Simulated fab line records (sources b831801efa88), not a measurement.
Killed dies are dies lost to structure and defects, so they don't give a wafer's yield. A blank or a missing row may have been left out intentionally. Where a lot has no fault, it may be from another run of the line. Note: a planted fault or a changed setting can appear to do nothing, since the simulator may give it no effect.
fab line records | flow sky130
record: lots: 5 | wafers: 15 | last_day: 50
route steps=708 shown VT_ADJUST_PCH@152 SONOS_TUNNEL@154 SONOS_ONO@168 GATE_OXIDE@187 PAD_OPEN@708
lots untouched by any fault: they come from a run of this same line in which no faults occurred
start_h: start of the lot's first displayed wafer, in hours after the record's first day | wait_h: time in hours since the lot's previous step | " repeats the value in the row above | L1.1+2: one row covering several wafers at once | - either no value or no given start | * or withheld: withheld | < > ~ a bound
route shown NAME@n: names a module that has steps shown in the file, with the first one's number in the route | usual: mean and standard deviation over wafers with no fault | same: alike in all rows | chamber/n: place in a boat | sites: the reading at each site | _std_site: standard deviation across them | _edge_site: the outer-site mean with the inner-site mean subtracted | radius_mm: how far each site lies from the wafer's centre | mask NAME#n: copy n | behind: the tool/chamber that last shaped the wafer | hold: reason for holding the lot/hours on hold/outcome of the hold | device: whichever transistor did not switch (one of n, p or np) | end of line: the tests these same wafers got at the end of their route | a step without rows: its recipe alone | killed: dies that structure and defects cost at the first sort, which is not the same as the wafer's yield | map: shows each die of a wafer: x if killed, . if not, _ if none is there
set.NAME: the setting that was run; set.NAME@STEP: the one run at that earlier step | model.NAME: the simulator's own value behind a step, which no gauge read
lots at some steps of the route; a table a step, a row a wafer
services: from which hour (start_h, from the record's first day; less than 0 if before it) a tool's chamber was out of use, for how many hours, and why
== steps ==
step: SKY_VT_ADJUST_PCH_STRIP_09
recipe: chemistry: O2/N2 | power_w: 1400 | pressure_mtorr: 1500 | platen_temp_c: withheld | o2_flow_sccm: 3000 | n2_flow_sccm: 300 | overash_fraction: 0.5
usual: drypump_motor_current_A: 5.7/0.36 | oes_product_au: 0.722/0.0049 | strip_time_to_endpoint_s: 36.85/0.11
lot.wafer | tool            | chamber | start_h | wait_h | drypump_motor_current_A | oes_product_au | rf_hours_counter_h | strip_time_to_endpoint_s
L543.2    | plasma_asher-01 | 0       | 286.07  | 0.1    | 5.8                     | 0.718          | 16                 | 36.83
L543.4    | "               | 1       | "       | "      | 6.3                     | 0.717          | -                  | 36.82
L543.5    | "               | 1       | "       | "      | 6.4                     | 0.729          | -                  | 36.87
L544.2    | plasma_asher-02 | 0       | 289.37  | 0.1    | 5.5                     | 0.711          | 58                 | 36.89
L544.5    | "               | 1       | "       | "      | 5.4                     | 0.718          | -                  | 36.95
L544.6    | "               | 0       | "       | "      | 5.5                     | 0.723          | -                  | 36.89
L551.1    | plasma_asher-03 | 0       | 337.34  | 0.1    | 5.5                     | 0.721          | 65                 | 36.94
L551.2    | "               | 1       | "       | "      | 5.5                     | 0.721          | 65                 | 36.97
L551.5    | "               | 1       | "       | "      | 5.4                     | 0.719          | -                  | 36.86
L553.4    | plasma_asher-03 | 0       | 350.81  | 0.1    | 5.5                     | 0.720          | -                  | 36.74
L553.5    | "               | 0       | "       | "      | 5.5                     | 0.727          | -                  | 36.71
L553.6    | "               | 1       | "       | "      | 5.4                     | 0.723          | -                  | 36.67
L558.1    | plasma_asher-02 | 0       | 413.67  | 0.1    | 5.5                     | 0.714          | 69                 | 36.81
L558.3    | "               | 1       | "       | "      | 5.4                     | 0.719          | -                  | 36.77
L558.5    | "               | 0       | "       | "      | 5.5                     | 0.715          | -                  | 36.77
step: SKY_VT_ADJUST_PCH_TW_MEAS_10
usual: VT_ADJUST_PCH_TW: 142.3/1.9
lot.wafer | tool          | chamber | start_h | wait_h | VT_ADJUST_PCH_TW
L543.2    | film_metro-03 | -       | 286.18  | 0.1    | 142.6
L543.4    | "             | -       | "       | "      | 141.9
L543.5    | "             | -       | "       | "      | 142.1
L544.2    | film_metro-04 | -       | 289.48  | 0.1    | 140.7
L544.5    | "             | -       | "       | "      | 140.2
L544.6    | "             | -       | "       | "      | 139.5
L551.1    | film_metro-03 | -       | 337.44  | 0.1    | 142.2
L551.2    | "             | -       | "       | "      | 141.4
L551.5    | "             | -       | "       | "      | 141.8
L553.4    | film_metro-03 | -       | 350.91  | 0.1    | 142.2
L553.5    | "             | -       | "       | "      | 142.0
L553.6    | "             | -       | "       | "      | 142.0
L558.1    | film_metro-01 | -       | 413.77  | 0.1    | 144.7
L558.3    | "             | -       | "       | "      | 144.4
L558.5    | "             | -       | "       | "      | 144.9
step: SKY_SONOS_TUNNEL_DEHYDRATE_00
recipe: temp_c: 200 | time_s: 60
step: SKY_SONOS_TUNNEL_HMDS_01
recipe: prime_time_s: 60 | prime_temp_c: 120
step: SKY_SONOS_TUNNEL_COAT_02
recipe: resist: NOVOLAK | spin_rpm: 3000 | resist_thk_nm: 1140
step: SKY_SONOS_TUNNEL_SOFTBAKE_03
recipe: temp_c: 90 | time_s: 60 | resist: NOVOLAK
step: SKY_SONOS_TUNNEL_EXPOSE_04
recipe: mask_id: TUNM | na: 0.6 | source_shape: conventional | sigma_outer: 0.6 | polarization: unpolarized | target_cd_nm: 410 | dose_mj: 136
step: SKY_SONOS_TUNNEL_PEB_05
recipe: temp_c: withheld | time_s: * | resist: NOVOLAK
step: SKY_SONOS_TUNNEL_DEVELOP_06
recipe: resist: NOVOLAK | developer: TMAH | develop_time_s: 60 | dev_temp_c: 23
step: SKY_SONOS_TUNNEL_CD_MEAS_07
recipe: target_cd_nm: 410
usual: cd_nm: 410.6/2.4
lot.wafer | tool      | chamber | start_h | wait_h | cd_nm
L543.2    | cd_sem-02 | -       | 311.71  | 0.1    | 414.4
L543.4    | "         | -       | "       | "      | 414.2
L543.5    | "         | -       | "       | "      | 412.7
L544.2    | cd_sem-02 | -       | 315.47  | 0.1    | 414.3
L544.5    | "         | -       | "       | "      | 413.7
L544.6    | "         | -       | "       | "      | 415.3
L551.1    | cd_sem-02 | -       | 365.05  | 0.1    | 410.0
L551.2    | "         | -       | "       | "      | 407.5
L551.5    | "         | -       | "       | "      | 411.2
L553.4    | cd_sem-02 | -       | 378.21  | 0.1    | 411.9
L553.5    | "         | -       | "       | "      | 414.4
L553.6    | "         | -       | "       | "      | 412.8
L558.1    | cd_sem-01 | -       | 444.85  | 0.1    | 408.6
L558.3    | "         | -       | "       | "      | 406.2
L558.5    | "         | -       | "       | "      | 409.1
step: SKY_SONOS_TUNNEL_OVL_MEAS_08
usual: SONOS_TUNNEL_OVL: 0.2/1.2
lot.wafer | tool       | chamber | start_h | wait_h | SONOS_TUNNEL_OVL[nm]
L543.2    | overlay-02 | -       | 311.82  | 0.1    | 0.6
L543.4    | "          | -       | "       | "      | 0.0
L543.5    | "          | -       | "       | "      | -0.4
L544.2    | overlay-01 | -       | 315.58  | 0.1    | -1.7
L544.5    | "          | -       | "       | "      | -1.1
L544.6    | "          | -       | "       | "      | -1.7
L551.1    | overlay-01 | -       | 365.17  | 0.1    | -1.6
L551.2    | "          | -       | "       | "      | -0.2
L551.5    | "          | -       | "       | "      | -0.5
L553.4    | overlay-01 | -       | 378.29  | 0.1    | 0.9
L553.5    | "          | -       | "       | "      | 1.1
L553.6    | "          | -       | "       | "      | -0.1
L558.1    | overlay-01 | -       | 444.97  | 0.1    | 1.1
L558.3    | "          | -       | "       | "      | -0.1
L558.5    | "          | -       | "       | "      | 0.4
step: SKY_SONOS_TUNNEL_IMPLANT_09
recipe: species: B | energy_kev: 20 | dose_cm2: 1e+12 | tilt_deg: withheld
step: SKY_SONOS_TUNNEL_WET_ETCH_10
recipe: chemistry: dHF | target_depth_nm: 14 | target: SiO2 | dilution: 100:1 | temp_c: 25 | time_s: 280
lot.wafer  | tool         | chamber | start_h | wait_h
L543.2+4+5 | wet_bench-01 | 2       | 312.00  | 0.1
L544.2+5+6 | wet_bench-02 | 3       | 315.76  | 0.1
L551.1+2+5 | wet_bench-01 | 3       | 365.36  | 0.1
L553.4+5+6 | wet_bench-01 | 1       | 378.46  | 0.1
L558.1+3+5 | wet_bench-04 | 2       | 445.16  | 0.1
step: SKY_SONOS_TUNNEL_STRIP_11
recipe: chemistry: SPM | time_s: 600 | temp_c: 130
step: SKY_SONOS_TUNNEL_TW_MEAS_12
usual: SONOS_TUNNEL_TW: 194.9/2.1
lot.wafer | tool          | chamber | start_h | wait_h | SONOS_TUNNEL_TW
L543.2    | film_metro-04 | -       | 312.29  | 0.0    | 192.7
L543.4    | "             | -       | "       | "      | 192.7
L543.5    | "             | -       | "       | "      | 192.5
L544.2    | film_metro-04 | -       | 316.03  | 0.0    | 192.5
L544.5    | "             | -       | "       | "      | 192.7
L544.6    | "             | -       | "       | "      | 192.9
L551.1    | film_metro-03 | -       | 365.62  | 0.0    | 197.6
L551.2    | "             | -       | "       | "      | 197.3
L551.5    | "             | -       | "       | "      | 198.1
L553.4    | film_metro-03 | -       | 378.75  | 0.0    | 198.4
L553.5    | "             | -       | "       | "      | 198.5
L553.6    | "             | -       | "       | "      | 197.9
L558.1    | film_metro-04 | -       | 445.52  | 0.0    | 193.1
L558.3    | "             | -       | "       | "      | 194.6
L558.5    | "             | -       | "       | "      | 194.0
step: SKY_SONOS_TUNNEL_CLEAN_13
recipe: chemistry: dHF | time_s: 20 | dilution: 100:1 | dry: ipa_marangoni
step: SKY_SONOS_ONO_OXIDATION_00
recipe: temp_c: 800 | ambient: O2 | idle_temp_c: 700 | ramp_up_c_per_min: 10 | ramp_down_c_per_min: 3 | stabilise_s: 600 | purge_s: 300 | target_thk_a: 26 | ox_time_s: 1249
step: SKY_SONOS_ONO_THK_MEAS_01
recipe: reads: SiO2_of_SONOS_ONO_OXIDATION_00
usual: SONOS_ONO_OXIDATION_THK: 2.61/0.062
lot.wafer | tool          | chamber | start_h | wait_h | SONOS_ONO_OXIDATION_THK[nm]
L543.2    | film_metro-02 | -       | 314.47  | 0.0    | 2.64
L543.4    | "             | -       | "       | "      | 2.68
L543.5    | "             | -       | "       | "      | 2.66
L544.2    | film_metro-04 | -       | 319.61  | 0.0    | 2.61
L544.5    | "             | -       | "       | "      | 2.54
L544.6    | "             | -       | "       | "      | 2.54
L551.1    | film_metro-01 | -       | 369.12  | 0.0    | 2.61
L551.2    | "             | -       | "       | "      | 2.56
L551.5    | "             | -       | "       | "      | 2.64
L553.4    | film_metro-04 | -       | 380.64  | 0.0    | 2.55
L553.5    | "             | -       | "       | "      | 2.60
L553.6    | "             | -       | "       | "      | 2.58
L558.1    | film_metro-01 | -       | 447.97  | 0.0    | 2.71
L558.3    | "             | -       | "       | "      | 2.72
L558.5    | "             | -       | "       | "      | 2.66
step: SKY_SONOS_ONO_CVD_02
recipe: material: Si3N4 | precursor: DCS/NH3 | target_thk_nm: 10.5 | temp_c: 770 | time_s: 180 | pressure_mtorr: 250
step: SKY_SONOS_ONO_THK_MEAS_03
recipe: reads: Si3N4_of_SONOS_ONO_CVD_02
usual: SONOS_ONO_CVD_02_THK: 10.45/0.14
lot.wafer | tool          | chamber | start_h | wait_h | SONOS_ONO_CVD_02_THK[nm]
L543.2    | film_metro-04 | -       | 318.93  | 0.0    | 10.24
L543.4    | "             | -       | "       | "      | 10.32
L543.5    | "             | -       | "       | "      | 10.36
L544.2    | film_metro-02 | -       | 323.50  | 0.0    | 10.59
L544.5    | "             | -       | "       | "      | 10.37
L544.6    | "             | -       | "       | "      | 10.50
L551.1    | film_metro-02 | -       | 371.93  | 0.1    | 10.59
L551.2    | "             | -       | "       | "      | 10.49
L551.5    | "             | -       | "       | "      | 10.47
L553.4    | film_metro-01 | -       | 382.86  | 0.0    | 10.53
L553.5    | "             | -       | "       | "      | 10.53
L553.6    | "             | -       | "       | "      | 10.53
L558.1    | film_metro-04 | -       | 449.08  | 0.0    | 10.71
L558.3    | "             | -       | "       | "      | 10.81
L558.5    | "             | -       | "       | "      | 10.64
step: SKY_SONOS_ONO_CVD_04
recipe: material: SiO2 | precursor: SiH4/N2O | target_thk_nm: 5.7199 | temp_c: 900 | pressure_mtorr: 400
step: SKY_SONOS_ONO_THK_MEAS_05
recipe: reads: SiO2_of_SONOS_ONO_CVD_04
usual: SONOS_ONO_CVD_04_THK: 5.70/0.097
lot.wafer | tool          | chamber | start_h | wait_h | SONOS_ONO_CVD_04_THK[nm]
L543.2    | film_metro-04 | -       | 320.24  | 0.0    | 5.75
L543.4    | "             | -       | "       | "      | 5.82
L543.5    | "             | -       | "       | "      | 5.71
L544.2    | film_metro-01 | -       | 324.81  | 0.0    | 5.67
L544.5    | "             | -       | "       | "      | 5.61
L544.6    | "             | -       | "       | "      | 5.63
L551.1    | film_metro-02 | -       | 374.44  | 0.0    | 5.52
L551.2    | "             | -       | "       | "      | 5.52
L551.5    | "             | -       | "       | "      | 5.58
L553.4    | film_metro-04 | -       | 384.17  | 0.0    | 5.86
L553.5    | "             | -       | "       | "      | 5.84
L553.6    | "             | -       | "       | "      | 5.62
L558.1    | film_metro-04 | -       | 450.39  | 0.0    | 5.71
L558.3    | "             | -       | "       | "      | 5.77
L558.5    | "             | -       | "       | "      | 5.80
step: SKY_SONOS_ONO_DEHYDRATE_06
recipe: temp_c: 200 | time_s: 60
step: SKY_SONOS_ONO_HMDS_07
recipe: prime_time_s: 60 | prime_temp_c: 120
step: SKY_SONOS_ONO_COAT_08
recipe: resist: NOVOLAK | spin_rpm: 3000 | resist_thk_nm: 1140
step: SKY_SONOS_ONO_SOFTBAKE_09
recipe: temp_c: 90 | time_s: 60 | resist: NOVOLAK
step: SKY_SONOS_ONO_EXPOSE_10
recipe: mask_id: ONOM | target_cd_nm: 410 | na: 0.6 | source_shape: conventional | sigma_outer: 0.6 | dose_mj: 150
step: SKY_SONOS_ONO_PEB_11
recipe: temp_c: withheld | time_s: * | resist: NOVOLAK
step: SKY_SONOS_ONO_DEVELOP_12
recipe: develop_time_s: 60 | dev_temp_c: 23
step: SKY_SONOS_ONO_CD_MEAS_13
recipe: target_cd_nm: 410
usual: cd_nm: 409.6/2.3
lot.wafer | tool      | chamber | start_h | wait_h | cd_nm
L543.2    | cd_sem-01 | -       | 346.66  | 0.1    | 410.4
L543.4    | "         | -       | "       | "      | 412.2
L543.5    | "         | -       | "       | "      | 410.1
L544.2    | cd_sem-01 | -       | 351.61  | 0.1    | 408.2
L544.5    | "         | -       | "       | "      | 408.8
L544.6    | "         | -       | "       | "      | 405.2
L551.1    | cd_sem-01 | -       | 404.15  | 0.1    | 409.7
L551.2    | "         | -       | "       | "      | 410.5
L551.5    | "         | -       | "       | "      | 408.2
L553.4    | cd_sem-02 | -       | 414.65  | 0.1    | 410.5
L553.5    | "         | -       | "       | "      | 411.4
L553.6    | "         | -       | "       | "      | 408.0
L558.1    | cd_sem-02 | -       | 481.40  | 0.1    | 413.8
L558.3    | "         | -       | "       | "      | 412.0
L558.5    | "         | -       | "       | "      | 410.6
step: SKY_SONOS_ONO_OVL_MEAS_14
usual: SONOS_ONO_OVL: 0.4/1.3
lot.wafer | tool       | chamber | start_h | wait_h | SONOS_ONO_OVL[nm]
L543.2    | overlay-01 | -       | 346.76  | 0.1    | -1.8
L543.4    | "          | -       | "       | "      | 0.1
L543.5    | "          | -       | "       | "      | -1.6
L544.2    | overlay-01 | -       | 351.71  | 0.1    | -0.8
L544.5    | "          | -       | "       | "      | 1.2
L544.6    | "          | -       | "       | "      | -1.0
L551.1    | overlay-01 | -       | 404.27  | 0.1    | -1.1
L551.2    | "          | -       | "       | "      | -0.2
L551.5    | "          | -       | "       | "      | 0.3
L553.4    | overlay-02 | -       | 414.72  | 0.1    | 0.3
L553.5    | "          | -       | "       | "      | -0.3
L553.6    | "          | -       | "       | "      | -1.3
L558.1    | overlay-01 | -       | 481.52  | 0.1    | 2.3
L558.3    | "          | -       | "       | "      | 1.2
L558.5    | "          | -       | "       | "      | 1.6
step: SKY_SONOS_ONO_ETCH_15
recipe: target_depth_nm: 19.52 | chemistry: CHF3/O2 | source_w: 600 | bias_w: 200 | pressure_mtorr: 40 | chf3_flow_sccm: 50 | O2_flow_sccm: 5 | time_s: 7.8
usual: bias_w: 200.0/0.56 | drypump_motor_current_A: 6.0/0.46 | oes_product_au: 1.002/0.0077 | throttle_valve_pct: 8.826/0.0084
lot.wafer | tool        | chamber | start_h | wait_h | bias_w | drypump_motor_current_A | oes_product_au | rf_hours_counter_h | throttle_valve_pct
L543.2    | rie_diel-03 | 3       | 346.79  | 0.0    | 201.2  | 5.7                     | 1.007          | 29                 | 8.832
L543.4    | "           | 0       | "       | "      | 200.4  | 6.0                     | 1.006          | 1                  | 8.830
L543.5    | "           | 1       | "       | "      | 200.4  | 5.9                     | 0.998          | -                  | 8.840
L544.2    | rie_diel-01 | 0       | 351.74  | 0.0    | 200.3  | 5.9                     | 0.998          | 29                 | 8.826
L544.5    | "           | 3       | "       | "      | 199.9  | 5.4                     | 1.010          | -                  | 8.825
L544.6    | "           | 2       | "       | "      | 199.4  | 6.4                     | 1.003          | -                  | 8.823
L551.1    | rie_diel-04 | 0       | 404.31  | 0.0    | 200.4  | 5.6                     | 0.978          | 0                  | 8.818
L551.2    | "           | 3       | "       | "      | 199.2  | 5.3                     | 0.999          | 7                  | 8.819
L551.5    | "           | 3       | "       | "      | 199.1  | 5.3                     | 1.002          | -                  | 8.836
L553.4    | rie_diel-04 | 0       | 414.74  | 0.0    | 200.7  | 5.6                     | 1.002          | 0                  | 8.831
L553.5    | "           | 3       | "       | "      | 200.0  | 5.3                     | 1.000          | -                  | 8.828
L553.6    | "           | 2       | "       | "      | 201.0  | 6.4                     | 0.998          | -                  | 8.818
L558.1    | rie_diel-01 | 0       | 481.56  | 0.0    | 199.6  | 6.0                     | 0.998          | 31                 | 8.811
L558.3    | "           | 3       | "       | "      | 199.7  | 5.4                     | 1.001          | 13                 | 8.827
L558.5    | "           | 0       | "       | "      | 199.6  | 6.0                     | 0.992          | -                  | 8.826
step: SKY_SONOS_ONO_WET_ETCH_16
recipe: chemistry: dHF | target_depth_nm: 14 | dry: n2_spin | target: SiO2 | dilution: 100:1 | temp_c: 25 | time_s: 280
step: SKY_SONOS_ONO_STRIP_17
recipe: chemistry: O2/N2 | power_w: 1400 | pressure_mtorr: 1500 | platen_temp_c: withheld | o2_flow_sccm: 3000 | n2_flow_sccm: 300 | overash_fraction: 0.5
usual: drypump_motor_current_A: 5.54/0.18 | oes_product_au: 0.710/0.0047 | strip_time_to_endpoint_s: 14.10/0.039
lot.wafer | tool            | chamber | start_h | wait_h | drypump_motor_current_A | oes_product_au | rf_hours_counter_h | strip_time_to_endpoint_s
L543.2    | plasma_asher-04 | 0       | 346.91  | 0.0    | 5.58                    | 0.718          | 54                 | 14.09
L543.4    | "               | 1       | "       | "      | 5.91                    | 0.707          | -                  | 14.13
L543.5    | "               | 1       | "       | "      | 5.93                    | 0.713          | -                  | 14.12
L544.2    | plasma_asher-04 | 1       | 351.85  | 0.0    | 5.93                    | 0.709          | 54                 | 14.07
L544.5    | "               | 1       | "       | "      | 5.93                    | 0.712          | -                  | 14.09
L544.6    | "               | 0       | "       | "      | 5.57                    | 0.712          | -                  | 14.14
L551.1    | plasma_asher-02 | 0       | 404.41  | 0.0    | 5.46                    | 0.709          | 68                 | 14.14
L551.2    | "               | 1       | "       | "      | 5.38                    | 0.715          | 68                 | 14.13
L551.5    | "               | 0       | "       | "      | 5.47                    | 0.708          | -                  | 14.14
L553.4    | plasma_asher-03 | 0       | 414.88  | 0.0    | 5.46                    | 0.712          | -                  | 14.05
L553.5    | "               | 0       | "       | "      | 5.48                    | 0.710          | -                  | 14.08
L553.6    | "               | 1       | "       | "      | 5.42                    | 0.704          | -                  | 14.08
L558.1    | plasma_asher-04 | 0       | 481.67  | 0.0    | 5.57                    | 0.711          | 67                 | 14.13
L558.3    | "               | 1       | "       | "      | 5.91                    | 0.708          | -                  | 14.10
L558.5    | "               | 0       | "       | "      | 5.58                    | 0.710          | -                  | 14.09
step: SKY_SONOS_ONO_WET_ETCH_18
recipe: chemistry: H3PO4 | target_depth_nm: 15 | target: Si3N4 | temp_c: 160 | time_s: 172
step: SKY_GATE_OXIDE_CLEAN_00
recipe: chemistry: SC1/SC2 | mix: 1:4:20 | temp_c: 70 | time_s: 150 | dry: n2_spin
step: SKY_GATE_OXIDE_OXIDATION_01
recipe: temp_c: 900 | ambient: O2 | stabilise_s: 600 | purge_s: 300 | target_thk_a: 102.68 | ox_time_s: 1473
step: SKY_GATE_OXIDE_THK_MEAS_02
recipe: reads: SiO2_of_GATE_OXIDE_OXIDATION_01
usual: GATE_OXIDE_OXIDATION_00_THK: 10.31/0.18
lot.wafer | tool          | chamber | start_h | wait_h | GATE_OXIDE_OXIDATION_00_THK[nm]
L543.2    | film_metro-01 | -       | 349.18  | 0.0    | 10.40
L543.4    | "             | -       | "       | "      | 10.37
L543.5    | "             | -       | "       | "      | 10.31
L544.2    | film_metro-01 | -       | 353.47  | 0.0    | 10.08
L544.5    | "             | -       | "       | "      | 10.07
L544.6    | "             | -       | "       | "      | 10.25
L551.1    | film_metro-02 | -       | 406.88  | 0.0    | 10.41
L551.2    | "             | -       | "       | "      | 10.18
L551.5    | "             | -       | "       | "      | 10.33
L553.4    | film_metro-02 | -       | 416.85  | 0.0    | 10.13
L553.5    | "             | -       | "       | "      | 10.03
L553.6    | "             | -       | "       | "      | 9.96
L558.1    | film_metro-03 | -       | 483.35  | 0.0    | 10.49
L558.3    | "             | -       | "       | "      | 10.36
L558.5    | "             | -       | "       | "      | 10.44
step: SKY_GATE_OXIDE_DEHYDRATE_03
recipe: temp_c: 200 | time_s: 60
step: SKY_GATE_OXIDE_HMDS_04
recipe: prime_time_s: 60 | prime_temp_c: 120
step: SKY_GATE_OXIDE_COAT_05
recipe: resist: NOVOLAK | spin_rpm: 3000 | resist_thk_nm: 1140
step: SKY_GATE_OXIDE_SOFTBAKE_06
recipe: temp_c: 90 | time_s: 60 | resist: NOVOLAK
step: SKY_PAD_OPEN_PROBE_99
usual: killed_at_M0_to_M3: 44/7.1 | killed_at_M4_up: 3.0/1.9 | killed_at_contacts: 25/5.6 | killed_at_front_end: 14/4.1 | killed_at_other: 0.2/0.44 | killed_dies: 86/9.1 | killed_open: 47/7.4 | killed_short: 39/5.7
same: gross_dies: 492 | killed_at_back_side: 0
lot.wafer | tool      | chamber | start_h | wait_h | killed_at_M0_to_M3 | killed_at_M4_up | killed_at_contacts | killed_at_front_end | killed_at_other | killed_dies | killed_open | killed_short
L543.2    | prober-02 | -       | 1119.40 | 0.1    | 48                 | 4               | 24                 | 11                  | 1               | 88          | 53          | 35
L543.4    | prober-02 | -       | 1119.50 | 0.2    | 38                 | 3               | 33                 | 12                  | 0               | 86          | 46          | 40
L543.5    | prober-02 | -       | 1119.55 | 0.2    | 45                 | 7               | 21                 | 6                   | 0               | 79          | 35          | 44
L553.4    | prober-02 | -       | 1169.42 | 0.2    | 35                 | 4               | 30                 | 58                  | 0               | 127         | 46          | 35
L553.5    | prober-02 | -       | 1169.47 | 0.2    | 48                 | 2               | 25                 | 63                  | 0               | 138         | 53          | 36
L553.6    | prober-02 | -       | 1169.52 | 0.2    | 42                 | 2               | 25                 | 63                  | 0               | 132         | 44          | 37
L558.1    | prober-02 | -       | 1204.32 | 0.1    | 48                 | 3               | 21                 | 13                  | 0               | 85          | 44          | 41
L558.3    | prober-02 | -       | 1204.42 | 0.2    | 50                 | 2               | 28                 | 20                  | 0               | 100         | 57          | 43
L558.5    | prober-02 | -       | 1204.52 | 0.2    | 46                 | 3               | 27                 | 16                  | 0               | 92          | 57          | 35
killed by level:class
L543.2 VIA1:geometric_particle:open=14 CONTACT:geometric_particle:open=9 LI_CONTACT:geometric_particle:open=8 VIA3:geometric_particle:open=7 METAL1:geometric_particle:short=6 VIA1:geometric_particle:short=5 VIA3:geometric_particle:short=4 METAL2:geometric_particle:open=4
L543.4 LI_CONTACT:geometric_particle:open=10 CONTACT:geometric_particle:open=9 METAL2:geometric_particle:short=8 LOCAL_INTERCONNECT:geometric_particle:short=7 VIA2:geometric_particle:open=7 CONTACT:geometric_particle:short=6 VIA1:geometric_particle:open=6 VIA1:geometric_particle:short=4
L543.5 VIA1:geometric_particle:open=7 VIA1:geometric_particle:short=7 METAL2:geometric_particle:short=7 METAL4:geometric_particle:short=7 CONTACT:geometric_particle:open=6 LI_CONTACT:geometric_particle:open=5 VIA2:geometric_particle:open=5 VIA3:geometric_particle:open=5
L553.4 SONOS_TUNNEL:unspecified=46 CONTACT:geometric_particle:open=13 LI_CONTACT:geometric_particle:open=7 VIA1:geometric_particle:open=7 VIA2:geometric_particle:open=7 CONTACT:geometric_particle:short=6 FIELD_ISO:geometric_particle:short=5 METAL2:geometric_particle:short=4
L553.5 SONOS_TUNNEL:unspecified=49 VIA2:geometric_particle:open=11 VIA1:geometric_particle:open=10 METAL1:geometric_particle:short=9 CONTACT:geometric_particle:open=7 CONTACT:geometric_particle:short=7 LI_CONTACT:geometric_particle:open=6 VIA3:geometric_particle:open=6
L553.6 SONOS_TUNNEL:unspecified=51 CONTACT:geometric_particle:open=9 METAL1:geometric_particle:short=9 LI_CONTACT:geometric_particle:open=7 VIA1:geometric_particle:open=7 VIA2:geometric_particle:open=6 POLY_GATE:geometric_particle:open=4 POLY_GATE:geometric_particle:short=4
L558.1 VIA1:geometric_particle:open=9 LI_CONTACT:geometric_particle:open=6 CONTACT:geometric_particle:open=6 METAL1:geometric_particle:short=6 LOCAL_INTERCONNECT:geometric_particle:short=5 VIA2:geometric_particle:short=5 VIA3:geometric_particle:open=5 POLY_GATE:geometric_particle:open=4
L558.3 VIA1:geometric_particle:open=11 CONTACT:geometric_particle:open=11 VIA2:geometric_particle:open=8 FIELD_ISO:geometric_particle:short=6 VIA3:geometric_particle:open=6 LI_CONTACT:geometric_particle:open=6 VIA3:geometric_particle:short=6 METAL2:geometric_particle:short=5
L558.5 LI_CONTACT:geometric_particle:open=12 CONTACT:geometric_particle:open=11 VIA1:geometric_particle:open=8 METAL1:geometric_particle:short=7 VIA3:geometric_particle:open=7 VIA2:geometric_particle:open=7 FIELD_ISO:geometric_particle:open=5 VIA2:geometric_particle:short=4
map L553.5 (x killed, . not)
__________.xxxx.xxx._________
________.x......xxxx.._______
______...xx.x.xxxxxx.x.._____
_____..xx.x...xxxxxxxx...____
____x........xxxxxxxxxx...___
___.......x.xxxxxxxxxxx..xx__
__..x...x.....xxxxxxx......x_
_.x.x.x.x.x......xxxx.......x
_.x..........x...xx..........
_....x.....x..x..............
_....x...........x..x.....x..
_......x..x........x...x.x...
_.xx....xxx...x....x...x..xx.
_xx.x....xxx...........x..x..
_........x..................x
__x.x..x......x..x....x....._
___...x...x........x.....x.__
____.......x...x.x....x..x___
_____.......x......x.....____
______x..x..x..x........_____
________.....xx......._______
__________........x._________
map L543.2 (x killed, . not)
__________......x.x._________
________..........x.xx_______
______...........x.x...._____
_____...........x........____
____x..x....x..xx.........___
___.........xx..x.....xx..x__
__..xx.....x.x.x...xx......._
_..x.x..x..x.........x..x....
_.....xx....x.x..x...........
_.....xx................x...x
_x...x...x.........x..x......
_.....x......xx.x......x....x
_....x.......x.x....x....x.x.
_....x..................xx...
_......xx.xxx.........x.....x
__......x.....x............._
___.x....x..xxx............__
____.x...........x..x.....___
_____...........xx.......____
______x......x.x...xx..._____
________.x............_______
__________....x..x.._________
== services ==
tool            | chamber | start_h | hours | kind
rie_diel-01     | 2       | 263.39  | -     | clean
rie_diel-01     | 2       | 263.39  | 17.0  | scheduled_down
rie_diel-01     | 2       | 263.39  | 17.0  | vent_cycle
rie_diel-04     | 2       | 291.42  | -     | clean
plasma_asher-03 | -       | 306.76  | 8.0   | repair
wet_bench-04    | -       | 313.86  | 2.4   | repair
rie_diel-04     | 3       | 337.64  | 12.1  | repair
plasma_asher-02 | -       | 343.67  | 8.5   | repair
rie_diel-04     | -       | 364.61  | 0.7   | repair
rie_diel-01     | 1       | 368.56  | 6.8   | repair
rie_diel-04     | 1       | 372.71  | 3.6   | repair
rie_diel-04     | -       | 379.05  | 0.1   | repair
plasma_asher-04 | -       | 384.51  | 4.2   | repair
wet_bench-01    | -       | 399.34  | 1.9   | pm
plasma_asher-02 | -       | 421.25  | 9.0   | pm
plasma_asher-02 | 0       | 421.25  | 9.0   | vent_cycle
plasma_asher-02 | 1       | 421.25  | 9.0   | vent_cycle
plasma_asher-02 | 0       | 430.25  | -     | clean
plasma_asher-02 | 1       | 430.25  | -     | clean
rie_diel-01     | 1       | 434.82  | 9.9   | repair
rie_diel-03     | 3       | 448.04  | 4.5   | repair
rie_diel-03     | -       | 448.54  | 0.6   | repair
rie_diel-04     | 0       | 461.78  | 2.0   | repair
rie_diel-03     | -       | 475.07  | 1.2   | repair
== key ==
first_sign: step: SKY_PAD_OPEN_PROBE_99 | reading: killed_at_front_end | direction: up | sigmas: 11 | usual: 14 | struck: 61
effect: step: SKY_PAD_OPEN_PROBE_99 | reading: killed_dies | direction: up | sigmas: 5.1 | usual: 86 | struck: 132
met_at SKY_SONOS_TUNNEL_WET_ETCH_10
struck_wafers L553.4,L553.5,L553.6
tester_left_out L553
also_fits SKY_VT_ADJUST_PCH_STRIP_09:plasma_asher-03,SKY_SONOS_ONO_ETCH_15:rie_diel-04,SKY_SONOS_ONO_STRIP_17:plasma_asher-03
fault: kind: chamber_particle_source | tool: wet_bench-01 | chamber: 1 | onset_h: 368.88 | steps: SKY_SONOS_TUNNEL_WET_ETCH_10 | rate_per_visit_cm2: 0.60133 | end_h: 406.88
tester_left_out: of these lots the tester's yield and bins aren't shown, on N5 and GAA mostly nor the transistor test; their killed dies are dies lost to structure and defects alone, not to doping, threshold or leakage, so they don't give the yield
